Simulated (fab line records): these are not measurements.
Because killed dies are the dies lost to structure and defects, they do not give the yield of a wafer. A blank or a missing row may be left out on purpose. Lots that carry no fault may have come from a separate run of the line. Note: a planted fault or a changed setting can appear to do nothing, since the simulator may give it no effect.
fab line records + flow sfq-line
record
- lots=6
- wafers=18
- last-day=83
route steps=325 shown M3@132 I3@133
lots with no fault: from the same line, run without faults
start-h: start of the lot's first displayed wafer, in hours after the record's first day + wait-h: hours from the lot's prior step to this one + " repeats the value in the row above + L1.1+2: a single row standing in for several wafers + - no value, or no start was given + * or withheld: withheld + < > ~ a bound
route shown NAME@n: NAME is a module with steps in the file, n the number in the route of the first one + usual: mean/standard deviation taken from wafers without a fault + same: alike in all rows + chamber/n: place in a boat + sites: the reading at each site + _std_site: standard deviation of those values + _edge_site: outer sites' mean less inner sites' + radius-mm: for every site, how far away it sits from the centre of the wafer + mask NAME#n: copy n + behind: the last tool/chamber to shape the wafer + hold: cause of the lot's hold/its duration in hours/its outcome + device: whichever transistor did not switch (one of n, p or np) + end of line: the tests these same wafers got at the end of their route + where a step has no rows: the recipe by itself + killed: at the first sort, the dies lost to defects and structure; wafer yield is something else + map: a wafer's dies, x killed, . not, _ none there
set.NAME: setting as actually run; set.NAME@STEP: the setting as run at that earlier step + model.NAME: the simulator's own value behind a step, which no gauge read
certain route steps with their lots: each step a table, each wafer a row
services: when a tool's chamber went out of use (start-h, in hours from the record's first day, below 0 if earlier), for how many hours, and the reason
## steps
# step SFQ_TRILAYER_M3_STRIP_SOLV_CLEAN_080
# recipe
- chemistry=NMP
- temp-c=70
- time-s=600
# step SFQ_TRILAYER_I3_DEP_PECVD_081
# recipe
- material=SiO2
- temp-c=150
- time-s=111.11
- pressure-torr=2.4
- rf-w=183.3
- precursor=SiH4/N2O
- target-thk-nm=500
# usual
- heater-power-w=86/17
- throttle-valve-pct=23.9/1.5
| lot.wafer | tool     | chamber | start-h | wait-h | heater-power-w | throttle-valve-pct |
|-----------|----------|---------|---------|--------|----------------|--------------------|
| L931.1    | pecvd-01 | 1       | 865.91  | 0.0    | 111            | 25.3               |
| L931.2    | "        | 0       | "       | "      | 67             | 23.6               |
| L931.4    | "        | 1       | "       | "      | 113            | 25.2               |
| L936.1    | pecvd-01 | 0       | 943.55  | 0.0    | 63             | 24.3               |
| L936.3    | "        | 2       | "       | "      | 82             | 24.0               |
| L936.4    | "        | 0       | "       | "      | 67             | 24.0               |
| L939.2    | pecvd-02 | 1       | 966.38  | 0.0    | 86             | 21.1               |
| L939.4    | "        | 0       | "       | "      | 75             | 22.3               |
| L939.6    | "        | 2       | "       | "      | 71             | 22.7               |
| L942.1    | pecvd-02 | 0       | 998.27  | 0.0    | 76             | 22.5               |
| L942.2    | "        | 2       | "       | "      | 74             | 22.9               |
| L942.5    | "        | 0       | "       | "      | 80             | 22.2               |
| L949.1    | pecvd-01 | 2       | 1231.67 | 0.0    | 75             | 24.8               |
| L949.2    | "        | 0       | "       | "      | 66             | 25.4               |
| L949.6    | "        | 0       | "       | "      | 68             | 25.4               |
| L951.2    | pecvd-02 | 0       | 1236.47 | 0.0    | 79             | 23.1               |
| L951.4    | "        | 2       | "       | "      | 72             | 23.5               |
| L951.6    | "        | 1       | "       | "      | 92             | 21.7               |
# step SFQ_TRILAYER_I3_CMP_CMP_082
# recipe
- material=SiO2
- down-force-psi=3
- platen-rpm=60
- pad-velocity-m-s=0.94248
# usual
- motor-current-A=9.3/0.81
- platen-rpm=60.00/0.038
- slurry-flow-ml-min=150.0/0.47
- time-to-endpoint-s=215/7.9
| lot.wafer | tool   | chamber | start-h | wait-h | motor-current-A | platen-rpm | slurry-flow-ml-min | time-to-endpoint-s |
|-----------|--------|---------|---------|--------|-----------------|------------|--------------------|--------------------|
| L931.2    | cmp-02 | 2       | 882.59  | 16.6   | 8.6             | 60.01      | 149.8              | 221                |
| L931.4    | "      | 3       | "       | "      | 9.8             | 59.94      | 150.4              | 216                |
| L931.1    | "      | 1       | 884.09  | 18.1   | 9.7             | 60.02      | 150.5              | 223                |
| L936.4    | cmp-02 | 3       | 963.59  | 20.0   | 9.8             | 59.97      | 150.4              | 217                |
| L936.3    | "      | 0       | "       | "      | 8.7             | 60.05      | 150.0              | 224                |
| L936.1    | "      | 1       | "       | "      | 10.0            | 60.03      | 150.4              | 218                |
| L939.4    | cmp-02 | 2       | 978.59  | 12.1   | 8.3             | 59.98      | 149.2              | 218                |
| L939.2    | "      | 0       | 979.59  | 13.2   | 8.5             | 60.01      | 150.0              | 215                |
| L939.6    | "      | 2       | 980.59  | 14.1   | 8.1             | 59.99      | 149.7              | 207                |
| L942.2    | cmp-01 | 1       | 999.35  | 1.0    | 8.6             | 59.97      | 150.3              | 211                |
| L942.1    | "      | 2       | "       | "      | 9.9             | 59.91      | 150.7              | 213                |
| L942.5    | "      | 3       | "       | "      | 11.1            | 60.08      | 151.0              | 223                |
| L949.1    | cmp-02 | 1       | 1232.75 | 1.0    | 9.7             | 60.00      | 150.4              | 221                |
| L949.2    | "      | 2       | "       | "      | 8.3             | 60.08      | 150.0              | 216                |
| L949.6    | "      | 0       | 1234.25 | 2.5    | 8.8             | 59.99      | 149.9              | 228                |
| L951.4    | cmp-02 | 3       | 1238.75 | 2.2    | 9.3             | 60.03      | 151.0              | 211                |
| L951.2    | "      | 0       | "       | "      | 8.7             | 59.99      | 150.4              | 212                |
| L951.6    | "      | 1       | "       | "      | 10.6            | 60.01      | 150.1              | 231                |
# step SFQ_I3_BOW_MEAS_922
# recipe
- mode=bow
# usual
- I3_BOW=4/10
| lot.wafer | tool          | chamber | start-h | wait-h | I3_BOW[um] |
|-----------|---------------|---------|---------|--------|------------|
| L931.1    | film-metro-04 | -       | 885.59  | 1.0    | 1          |
| L931.2    | "             | -       | "       | "      | 10         |
| L931.4    | "             | -       | "       | "      | 5          |
| L936.1    | film-metro-01 | -       | 966.59  | 1.5    | 14         |
| L936.3    | "             | -       | "       | "      | 3          |
| L936.4    | "             | -       | "       | "      | 4          |
| L939.2    | film-metro-04 | -       | 981.61  | 1.5    | -2         |
| L939.4    | "             | -       | "       | "      | -4         |
| L939.6    | "             | -       | "       | "      | 0          |
| L942.1    | film-metro-01 | -       | 1001.35 | 1.0    | 11         |
| L942.2    | "             | -       | "       | "      | 2          |
| L942.5    | "             | -       | "       | "      | 18         |
| L949.1    | film-metro-02 | -       | 1234.75 | 1.5    | 13         |
| L949.2    | "             | -       | "       | "      | 13         |
| L949.6    | "             | -       | "       | "      | -4         |
| L951.2    | film-metro-01 | -       | 1240.77 | 1.0    | 6          |
| L951.4    | "             | -       | "       | "      | 1          |
| L951.6    | "             | -       | "       | "      | 7          |
# step SFQ_TRILAYER_I3_METRO_MEASURE_083
# usual
- thk-nm=200.2/1.1
| lot.wafer | tool          | chamber | start-h | wait-h | thk-nm |
|-----------|---------------|---------|---------|--------|--------|
| L931.1    | film-metro-04 | -       | 885.71  | 0.1    | 202.1  |
| L931.2    | "             | -       | "       | "      | 200.7  |
| L931.4    | "             | -       | "       | "      | 200.1  |
| L936.1    | film-metro-01 | -       | 966.71  | 0.1    | 201.8  |
| L936.3    | "             | -       | "       | "      | 201.2  |
| L936.4    | "             | -       | "       | "      | 199.0  |
| L939.2    | film-metro-04 | -       | 981.91  | 0.3    | 200.7  |
| L939.4    | "             | -       | "       | "      | 198.7  |
| L939.6    | "             | -       | "       | "      | 199.0  |
| L942.1    | film-metro-01 | -       | 1001.47 | 0.1    | 199.9  |
| L942.2    | "             | -       | "       | "      | 200.1  |
| L942.5    | "             | -       | "       | "      | 201.2  |
| L949.1    | film-metro-02 | -       | 1234.87 | 0.1    | 199.7  |
| L949.2    | "             | -       | "       | "      | 200.3  |
| L949.6    | "             | -       | "       | "      | 202.4  |
| L951.2    | film-metro-01 | -       | 1241.07 | 0.3    | 201.4  |
| L951.4    | "             | -       | "       | "      | 199.1  |
| L951.6    | "             | -       | "       | "      | 201.7  |
# step SFQ_TRILAYER_I3_VIA_LITHO_COAT_090
# recipe
- resist=BARC
- spin-rpm=3000
- resist-thk-nm=62
# step SFQ_TRILAYER_I3_VIA_LITHO_COAT_085
# recipe
- resist=KrF
- spin-rpm=3000
- resist-thk-nm=650
# step SFQ_TRILAYER_I3_VIA_LITHO_SOFTBAKE_089
# recipe
- temp-c=withheld
- time-s=withheld
- resist=KrF
# step SFQ_TRILAYER_I3_VIA_LITHO_EXPOSE_086
# recipe
- mask-id=I3
- na=0.6
- source-shape=conventional
- sigma-outer=0.65
- target-cd-nm=500
- dose-mj=21.3
# step SFQ_TRILAYER_I3_VIA_LITHO_PEB_088
# recipe
- peb-temp-c=115
- peb-time-s=60
- resist=KrF
# step SFQ_TRILAYER_I3_VIA_LITHO_DEVELOP_087
# recipe
- time-s=60
- resist=KrF
# step SFQ_I3_OVL_MEAS_923
# usual
- I3_OVL=1/5.2
| lot.wafer | tool       | chamber | start-h | wait-h | I3_OVL[nm] |
|-----------|------------|---------|---------|--------|------------|
| L931.1    | overlay-02 | -       | 1013.37 | 0.1    | 5          |
| L931.2    | "          | -       | "       | "      | -6         |
| L931.4    | "          | -       | "       | "      | -2         |
| L936.1    | overlay-01 | -       | 1101.03 | 0.1    | 5          |
| L936.3    | "          | -       | "       | "      | -3         |
| L936.4    | "          | -       | "       | "      | 1          |
| L939.2    | overlay-02 | -       | 1120.24 | 0.1    | 4          |
| L939.4    | "          | -       | "       | "      | 3          |
| L939.6    | "          | -       | "       | "      | 5          |
| L942.1    | overlay-02 | -       | 1146.63 | 0.1    | 10         |
| L942.2    | "          | -       | "       | "      | 11         |
| L942.5    | "          | -       | "       | "      | 9          |
| L949.1    | overlay-02 | -       | 1256.98 | 0.1    | -5         |
| L949.2    | "          | -       | "       | "      | 0          |
| L949.6    | "          | -       | "       | "      | 0          |
| L951.2    | overlay-02 | -       | 1260.58 | 0.1    | 0          |
| L951.4    | "          | -       | "       | "      | 4          |
| L951.6    | "          | -       | "       | "      | -2         |
# step SFQ_TRILAYER_I3_VIA_BARC_OPEN_VIA_ETCH_121
# recipe
- mask-material=PR
- chemistry=O2
- target-depth-nm=125
- target=BARC
- source-w=500
- bias-w=80
- pressure-mtorr=30
- time-s=41.7
# usual
- drypump-motor-current-A=5.8/0.52
- oes-product-au=0.686/0.0046
- run-length-s=70.0/0.55
| lot.wafer | tool        | chamber | start-h | wait-h | drypump-motor-current-A | oes-product-au | rf-hours-counter-h | run-length-s | model.KrF_of_TRILAYER_I3_VIA_LITHO_COAT_085.thk-nm |
|-----------|-------------|---------|---------|--------|-------------------------|----------------|--------------------|--------------|----------------------------------------------------|
| L931.1    | rie-diel-03 | 3       | 1013.41 | 0.0    | 5.3                     | 0.678          | 7                  | 69.0         | 569.6                                              |
| L931.2    | "           | 0       | "       | "      | 5.3                     | 0.687          | 11                 | 70.2         | 572.8                                              |
| L931.4    | "           | 1       | "       | "      | 6.7                     | 0.682          | 9                  | 70.7         | 572.7                                              |
| L936.1    | rie-diel-01 | 1       | 1101.07 | 0.0    | 5.4                     | 0.685          | 5                  | 70.2         | 575.9                                              |
| L936.3    | "           | 2       | "       | "      | 6.0                     | 0.681          | 9                  | 69.4         | 575.2                                              |
| L936.4    | "           | 3       | "       | "      | 5.9                     | 0.681          | 3                  | 68.9         | 574.9                                              |
| L939.2    | rie-diel-03 | 3       | 1120.27 | 0.0    | 5.3                     | 0.690          | 8                  | 69.0         | 574.9                                              |
| L939.4    | "           | 2       | "       | "      | 5.7                     | 0.687          | 15                 | 69.8         | 576.4                                              |
| L939.6    | "           | 3       | "       | "      | 5.3                     | 0.648          | -                  | 74.8         | 569                                                |
| L942.1    | rie-diel-03 | 0       | 1146.67 | 0.0    | 5.3                     | 0.647          | 13                 | 76.5         | 567.4                                              |
| L942.2    | "           | 3       | "       | "      | 5.3                     | 0.677          | 8                  | 69.0         | 570.9                                              |
| L942.5    | "           | 3       | "       | "      | 5.2                     | 0.681          | -                  | 69.2         | 571.7                                              |
| L949.1    | rie-diel-03 | 0       | 1257.01 | 0.0    | 5.3                     | 0.686          | 15                 | 70.6         | 575.8                                              |
| L949.2    | "           | 3       | "       | "      | 5.2                     | 0.688          | 10                 | 69.2         | 575                                                |
| L949.6    | "           | 2       | "       | "      | 5.7                     | 0.685          | -                  | 70.1         | 574.9                                              |
| L951.2    | rie-diel-01 | 3       | 1260.61 | 0.0    | 5.9                     | 0.687          | 5                  | 69.1         | 574.5                                              |
| L951.4    | "           | 0       | "       | "      | 6.0                     | 0.691          | 12                 | 69.8         | 575                                                |
| L951.6    | "           | 3       | "       | "      | 6.0                     | 0.682          | -                  | 68.9         | 572.8                                              |
# step SFQ_TRILAYER_I3_VIA_ETCH_VIA_ETCH_088
# recipe
- target=SiO2
- stop-on=Nb
- mask-material=PR
- taper-deg=20
- chemistry=CHF3
- target-depth-nm=260
- source-w=500
- bias-w=80
- pressure-mtorr=30
- time-s=withheld
# usual
- drypump-motor-current-A=5.8/0.51
- oes-product-au=0.855/0.0054
| lot.wafer | tool        | chamber | start-h | wait-h | drypump-motor-current-A | oes-product-au | model.KrF_of_TRILAYER_I3_VIA_LITHO_COAT_085.thk-nm |
|-----------|-------------|---------|---------|--------|-------------------------|----------------|----------------------------------------------------|
| L931.1    | rie-diel-03 | 3       | 1013.45 | 0.0    | 5.3                     | 0.864          | 523.8                                              |
| L931.2    | "           | 0       | "       | "      | 5.3                     | 0.860          | 529.2                                              |
| L931.4    | "           | 1       | "       | "      | 6.7                     | 0.850          | 527.8                                              |
| L936.1    | rie-diel-01 | 1       | 1101.11 | 0.0    | 5.4                     | 0.855          | 531.1                                              |
| L936.3    | "           | 2       | "       | "      | 6.0                     | 0.848          | 531.5                                              |
| L936.4    | "           | 3       | "       | "      | 6.0                     | 0.854          | 530.2                                              |
| L939.2    | rie-diel-03 | 3       | 1120.31 | 0.0    | 5.3                     | 0.856          | 529.2                                              |
| L939.4    | "           | 2       | "       | "      | 5.7                     | 0.860          | 532.4                                              |
| L939.6    | "           | 3       | "       | "      | 5.2                     | 0.853          | 523.3                                              |
| L942.1    | rie-diel-03 | 0       | 1146.71 | 0.0    | 5.3                     | 0.849          | 522.6                                              |
| L942.2    | "           | 3       | "       | "      | 5.2                     | 0.859          | 525                                                |
| L942.5    | "           | 3       | "       | "      | 5.3                     | 0.858          | 525.7                                              |
| L949.1    | rie-diel-03 | 0       | 1257.05 | 0.0    | 5.3                     | 0.854          | 531.1                                              |
| L949.2    | "           | 3       | "       | "      | 5.2                     | 0.851          | 528.9                                              |
| L949.6    | "           | 2       | "       | "      | 5.7                     | 0.861          | 530.3                                              |
| L951.2    | rie-diel-01 | 3       | 1260.65 | 0.0    | 5.9                     | 0.858          | 529.6                                              |
| L951.4    | "           | 0       | "       | "      | 6.0                     | 0.847          | 530                                                |
| L951.6    | "           | 3       | "       | "      | 6.0                     | 0.845          | 527.9                                              |
# step SFQ_TRILAYER_I3_VIA_STRIP_STRIP_089
# recipe
- gas=O2
- power-w=200
- platen-temp-c=40
- overash-fraction=0.65
- chemistry=O2
- pressure-mtorr=50
# usual
- drypump-motor-current-A=5.6/0.33
- oes-product-au=0.991/0.01
- platen-temp-c=40.00/0.12
| lot.wafer | tool         | chamber | start-h | wait-h | drypump-motor-current-A | oes-product-au | platen-temp-c | rf-hours-counter-h |
|-----------|--------------|---------|---------|--------|-------------------------|----------------|---------------|--------------------|
| L931.1    | rie-metal-02 | 0       | 1013.56 | -      | 5.6                     | 1.001          | 39.99         | 129                |
| L931.2    | "            | 1       | "       | "      | 5.9                     | 0.987          | 40.09         | 0                  |
| L931.4    | "            | 0       | "       | "      | 5.7                     | 0.989          | 39.96         | -                  |
| L936.1    | rie-metal-02 | 0       | 1101.22 | -      | 5.6                     | 0.989          | 39.74         | 140                |
| L936.3    | "            | 1       | "       | "      | 5.9                     | 0.996          | 40.05         | -                  |
| L936.4    | "            | 0       | "       | "      | 5.6                     | 0.991          | 39.70         | -                  |
| L939.2    | rie-metal-03 | 1       | 1120.42 | -      | 5.7                     | 0.978          | 40.04         | 114                |
| L939.4    | "            | 1       | "       | "      | 5.7                     | 0.987          | 39.85         | -                  |
| L939.6    | "            | 0       | "       | "      | 5.0                     | 1.002          | 40.17         | -                  |
| L942.1    | rie-metal-02 | 1       | 1146.82 | -      | 5.9                     | 0.985          | 39.86         | 14                 |
| L942.2    | "            | 1       | "       | "      | 5.9                     | 0.994          | 40.04         | -                  |
| L942.5    | "            | 1       | "       | "      | 5.9                     | 0.986          | 40.12         | -                  |
| L949.1    | rie-metal-01 | 1       | 1257.17 | -      | 6.1                     | 0.989          | 40.04         | 131                |
| L949.2    | "            | 0       | "       | "      | 5.3                     | 0.985          | 40.12         | 79                 |
| L949.6    | "            | 0       | "       | "      | 5.3                     | 0.989          | 40.06         | -                  |
| L951.2    | rie-metal-02 | 0       | 1260.77 | -      | 5.6                     | 1.002          | 39.76         | 17                 |
| L951.4    | "            | 0       | "       | "      | 5.7                     | 0.988          | 39.91         | -                  |
| L951.6    | "            | 0       | "       | "      | 5.7                     | 0.988          | 39.82         | -                  |
## services
| tool          | chamber | start-h | hours | kind   |
|---------------|---------|---------|-------|--------|
| film-metro-01 | -       | 851.54  | 0.5   | pm     |
| film-metro-01 | -       | 901.91  | 2.4   | pm     |
| rie-metal-02  | 0       | 928.80  | 2.4   | repair |
| pecvd-02      | -       | 933.25  | 14.0  | pm     |
| pecvd-02      | 1       | 941.74  | 2.5   | repair |
| film-metro-01 | -       | 947.31  | 0.8   | pm     |
| pecvd-02      | 1       | 953.02  | 5.9   | repair |
| cmp-02        | -       | 984.59  | 4.2   | pm     |
| pecvd-01      | -       | 985.08  | 6.0   | pm     |
| pecvd-01      | -       | 996.65  | 10.0  | repair |
| pecvd-01      | 0       | 1012.20 | 10.4  | repair |
| rie-diel-01   | 1       | 1061.15 | 2.4   | repair |
| rie-diel-03   | -       | 1079.39 | 2.8   | pm     |
| cmp-02        | -       | 1082.25 | 5.5   | pm     |
| cmp-02        | -       | 1087.75 | 4.0   | pm     |
| cmp-02        | -       | 1087.95 | 5.0   | repair |
| rie-diel-03   | 0       | 1088.58 | 3.0   | repair |
| cmp-02        | -       | 1091.09 | 3.0   | repair |
| rie-diel-01   | 2       | 1110.07 | 2.1   | repair |
| rie-metal-02  | 1       | 1166.96 | 2.4   | repair |
| cmp-02        | -       | 1172.41 | 0.5   | repair |
| rie-diel-03   | -       | 1207.90 | 0.5   | repair |
| rie-metal-02  | 0       | 1245.67 | 2.5   | repair |
| cmp-02        | -       | 1247.41 | 0.8   | repair |
## key
first-sign
- step=SFQ_TRILAYER_I3_VIA_BARC_OPEN_VIA_ETCH_121
- reading=run-length-s
- direction=up
- sigmas=10
- usual=*
- struck=*
effect
- step=SFQ_TRILAYER_I3_VIA_BARC_OPEN_VIA_ETCH_121
- reading=oes-product-au
- direction=down
- sigmas=8.4
- usual=0.686
- struck=0.647
model-effect
- step=SFQ_TRILAYER_I3_VIA_BARC_OPEN_VIA_ETCH_121
- value=KrF_of_TRILAYER_I3_VIA_LITHO_COAT_085.thk-nm
- without=575.4
- struck=568.2
model-effect
- step=SFQ_TRILAYER_I3_VIA_ETCH_VIA_ETCH_088
- value=KrF_of_TRILAYER_I3_VIA_LITHO_COAT_085.thk-nm
- without=530.2
- struck=523
met-at SFQ_TRILAYER_I3_VIA_BARC_OPEN_VIA_ETCH_121
struck-wafers L939.6,L942.1
onset-between 1013.41 1120.27
fault
- kind=process-parameter-drift
- tool=rie-diel-03
- chamber=-
- onset-h=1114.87
- steps=SFQ_TRILAYER_I3_VIA_BARC_OPEN_VIA_ETCH_121
- channel=time-s
- offset=*
- shape=step
- end-h=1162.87
- scope=struck-wafers-only
- acts-in=*
- stated=*
